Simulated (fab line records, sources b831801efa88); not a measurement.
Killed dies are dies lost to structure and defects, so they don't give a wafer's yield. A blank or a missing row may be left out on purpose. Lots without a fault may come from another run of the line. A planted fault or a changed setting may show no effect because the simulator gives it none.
A struck lot beside a sound one | flow sky130 | 18 steps out of a route of 708
Sound: wafers L306.1, L306.5, L306.6. Struck: wafers L312.1, L312.4, L312.5. The cause comes at the end.
At each step with rows: each side's tool, then ch and its chambers, then its first start. Under that, the readings that differ: sound wafers | struck wafers | difference of the means | sigmas: that difference in standard deviations of wafers without a fault.
alike: readings whose means differ by less than 2 such deviations, and words and numbers that are the same on both sides. not compared: withheld readings, readings that some wafer has no value for, bounds like >300 that may hide the same value, and numbers for which the record gives no deviation and whose values overlap.
The two part at a step that has a row with sigmas, a row that says differs or no value, or rows on one side only. Numbers that don't overlap but have no deviation are shown without sigmas and don't part them. A reading that every wafer of one side lacks parts them only if that side has two wafers or more.

SKY_SONOS_ONO_OVL_MEAS_14:
  sound on overlay-02, day 13 11:16; struck on overlay-02, day 15 10:11
  alike: SONOS_ONO_OVL
SKY_SONOS_ONO_ETCH_15: etches the open film in CHF3/O2, target depth 19.52 nm, time 7.8 s.
  sound on rie_diel-01 ch 0,3, day 13 11:19; struck on rie_diel-01 ch 2,3, day 15 10:13
  alike: drypump_motor_current_A, oes_product_au, throttle_valve_pct
  not compared: rf_hours_counter_h
then, 1 step without rows for these wafers: SKY_SONOS_ONO_WET_ETCH_16 (etches SiO2 in dHF, target depth 14 nm, time 280 s).
SKY_SONOS_ONO_STRIP_17: strips in O2/N2.
  sound on plasma_asher-03 ch 0,1, day 13 11:25; struck on plasma_asher-02 ch 0,1, day 15 10:20
  alike: drypump_motor_current_A, oes_product_au, strip_time_to_endpoint_s
  not compared: rf_hours_counter_h
then, 3 steps without rows for these wafers: SKY_SONOS_ONO_WET_ETCH_18 (etches Si3N4 in H3PO4, target depth 15 nm, time 172 s); SKY_GATE_OXIDE_CLEAN_00 (cleans in SC1/SC2, time 150 s); SKY_GATE_OXIDE_OXIDATION_01 (stabilise 600 s, purge 300 s, target thk 10.268 nm).
SKY_GATE_OXIDE_THK_MEAS_02:
  sound on film_metro-01, day 13 13:55; struck on film_metro-04, day 15 13:02
  alike: GATE_OXIDE_OXIDATION_00_THK
then, 4 steps without rows for these wafers: SKY_GATE_OXIDE_DEHYDRATE_03 (time 60 s); SKY_GATE_OXIDE_HMDS_04 (prime time 60 s); SKY_GATE_OXIDE_COAT_05 (resist thk 1140 nm); SKY_GATE_OXIDE_SOFTBAKE_06 (time 60 s).
SKY_GATE_OXIDE_EXPOSE_07: exposes mask LVOM, target cd 600 nm.
  sound on iline_stepper-02 ch 0, day 14 02:56; struck on iline_stepper-02 ch 0, day 16 02:37
  reading                            | sound                | struck               | difference | sigmas
  model.GATE_OXIDE.overlay_x_nm (nm) | 0.8264 0.8264 0.8264 | -185.4 -185.4 -185.4 | -186.2     |
  alike: mask, stage_vel_mm_s
then, 2 steps without rows for these wafers: SKY_GATE_OXIDE_PEB_08; SKY_GATE_OXIDE_DEVELOP_09 (develop time 60 s).
SKY_GATE_OXIDE_OVL_MEAS_10:
  sound on overlay-02, day 14 16:13; struck on overlay-02, day 16 16:25
  reading             | sound          | struck               | difference | sigmas
  GATE_OXIDE_OVL (nm) | -2.5 -0.8 -0.3 | -184.5 -185.2 -183.6 | -183.2     | -99 or more
then, 1 step without rows for these wafers: SKY_GATE_OXIDE_IMPLANT_11.
-- the record jumps here: 31 days lie between the struck wafers' starts before and after (it left off in module GATE_OXIDE and takes up again in module PAD_OPEN, whose first step shown is number 708 of the route) --
SKY_PAD_OPEN_PROBE_99:
  sound on prober-01, day 46 18:02; struck on prober-01, day 48 04:07
  reading             | sound     | struck      | difference | sigmas
  killed_at_front_end | 21 17 19  | 426 430 425 | +408       | +85
  killed_dies         | 83 97 100 | 492 492 492 | +399       | +43
  killed_on_rim       | 19 21 24  | 96 96 96    | +75        | +18
  alike: killed_at_M0_to_M3, killed_at_M4_up, killed_at_contacts, killed_at_other, killed_open, killed_short

WHERE THEY PART
First at SKY_GATE_OXIDE_OVL_MEAS_10; last, within this record, at SKY_PAD_OPEN_PROBE_99.

WHY: what the simulator had put in
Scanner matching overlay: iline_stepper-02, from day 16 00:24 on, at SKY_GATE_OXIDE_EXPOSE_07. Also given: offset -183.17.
